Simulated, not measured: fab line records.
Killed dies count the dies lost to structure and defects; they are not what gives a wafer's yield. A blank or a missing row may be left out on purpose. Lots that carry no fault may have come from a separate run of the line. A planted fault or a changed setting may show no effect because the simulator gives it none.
Matching of chambers :: flow gf180mcu :: 4 sister chambers for GF_V2_CMP_26 on cmp-02
The step polishes, stops on SiO2, t overpolish 15 s, target thk 0 nm. 8 wafers are shown with their chamber, then 7 later ones without.

## EACH WAFER AND ITS CHAMBER
wafer: L865.2
chamber: 1
motor current A (A): 10.3
time to endpoint s (s): 77

wafer: L873.2
chamber: 0
motor current A (A): 12.5
time to endpoint s (s): 84

wafer: L873.5
chamber: 3
motor current A (A): 9.0
time to endpoint s (s): 81

wafer: L884.3
chamber: 3
motor current A (A): 9.2
time to endpoint s (s): 79

wafer: L884.4
chamber: 2
motor current A (A): 10.9
time to endpoint s (s): 86

wafer: L884.6
chamber: 2
motor current A (A): 11.3
time to endpoint s (s): 85

wafer: L885.1
chamber: 0
motor current A (A): 12.8
time to endpoint s (s): 87

wafer: L885.4
chamber: 1
motor current A (A): 10.8
time to endpoint s (s): 77

## WAFERS WHOSE CHAMBER IS MISSING
wafer: L885.6
motor current A (A): 12.4
time to endpoint s (s): 82

wafer: L886.2
motor current A (A): 13.1
time to endpoint s (s): 87

wafer: L886.3
motor current A (A): 9.6
time to endpoint s (s): 84

wafer: L886.6
motor current A (A): 9.7
time to endpoint s (s): 83

wafer: L888.4
motor current A (A): 9.4
time to endpoint s (s): 86

wafer: L888.5
motor current A (A): 9.7
time to endpoint s (s): 86

wafer: L888.6
motor current A (A): 12.6
time to endpoint s (s): 88

## EACH ONE'S CHAMBER
wafer: L885.6
from the rows above: 0
in truth: 0

wafer: L886.2
from the rows above: 0
in truth: 0

wafer: L886.3
from the rows above: 3
in truth: 3

wafer: L886.6
from the rows above: 3
in truth: 3

wafer: L888.4
from the rows above: can't be placed: 3 or 2
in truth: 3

wafer: L888.5
from the rows above: can't be placed: 3 or 2
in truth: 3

wafer: L888.6
from the rows above: 0
in truth: 0
5 of 7 placed correctly. Can't be placed from these rows: 2 (the true chamber is among the candidates in 2). Wrongly placed: 0.
How it was worked out, from the rows above alone: a wafer's distance from a chamber is the root of the sum, over the readings, of the square of ((its reading less the chamber's mean) divided by the reading's scatter). If the next closest chamber is less than 2 further off than the closest, the wafer can't be placed; otherwise it belongs to the closest. Each chamber's mean is taken over the wafers shown for it. How the scatter is found: for the shown wafers, subtract from each reading the mean of its chamber, square and add these, divide the total by (wafers less chambers), then take the root.
